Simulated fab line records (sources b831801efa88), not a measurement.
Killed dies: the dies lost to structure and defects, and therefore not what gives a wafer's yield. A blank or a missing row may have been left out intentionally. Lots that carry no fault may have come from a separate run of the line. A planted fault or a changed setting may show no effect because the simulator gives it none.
Chamber matching    flow sky130    cmp-01 running SKY_VIA4_CMP_02: 4 sister chambers
The step polishes SiO2. 20 wafers are shown with their chamber, then 10 later ones without.

## WAFERS PAIRED WITH THEIR CHAMBERS
wafer   chamber  motor-current-A (A)
L080.1  0        10.9
L080.4  1        11.5
L080.5  3        13.1
L082.3  3        12.6
L082.4  2        11.9
L082.6  0        11.2
L083.1  2        11.5
L083.2  3        12.9
L083.3  0        11.3
L086.4  3        13.0
L086.5  2        12.5
L086.6  1        11.7
L087.2  0        11.1
L087.4  1        11.8
L087.6  3        13.3
L094.3  3        13.1
L094.4  2        12.0
L094.6  2        12.2
L095.1  1        11.4
L095.4  2        11.9

SIGNATURES (means of the wafers above)
reading          chamber 0  chamber 1  chamber 2  chamber 3  scatter within a chamber
motor-current-A  11.125     11.600     12.000     13.000     0.253
Rule: for each reading, subtract the chamber's mean from the wafer's reading, divide by that reading's scatter and square the result; add these up over the readings and take the root, which gives the wafer's distance from the chamber. If the next closest chamber is less than 2 further off than the closest, the wafer can't be placed; otherwise it belongs to the closest. How the scatter is found: for the shown wafers, subtract from each reading the mean of its chamber, square and add these, divide the total by (wafers less chambers), then take the root.

## WAFERS WITHOUT THEIR CHAMBER
wafer   motor-current-A (A)
L095.6  12.5
L095.2  13.1
L095.3  11.7
L095.5  11.9
L097.1  11.7
L097.2  12.9
L097.4  11.0
L097.3  11.6
L097.5  11.3
L097.6  11.6

## THE CHAMBER EACH PASSED THROUGH
wafer   from the rows above           in truth
L095.6  can't be placed: 2 or 3 or 1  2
L095.2  3                             3
L095.3  can't be placed: 1 or 2 or 0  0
L095.5  can't be placed: 2 or 1       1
L097.1  can't be placed: 1 or 2 or 0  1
L097.2  3                             3
L097.4  can't be placed: 0 or 1       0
L097.3  can't be placed: 1 or 2 or 0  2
L097.5  can't be placed: 0 or 1       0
L097.6  can't be placed: 1 or 2 or 0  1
Placed correctly: 2 of 10. Cannot be placed on the basis of these rows: 8; the candidates contain the true chamber in 8. 0 placed wrongly.
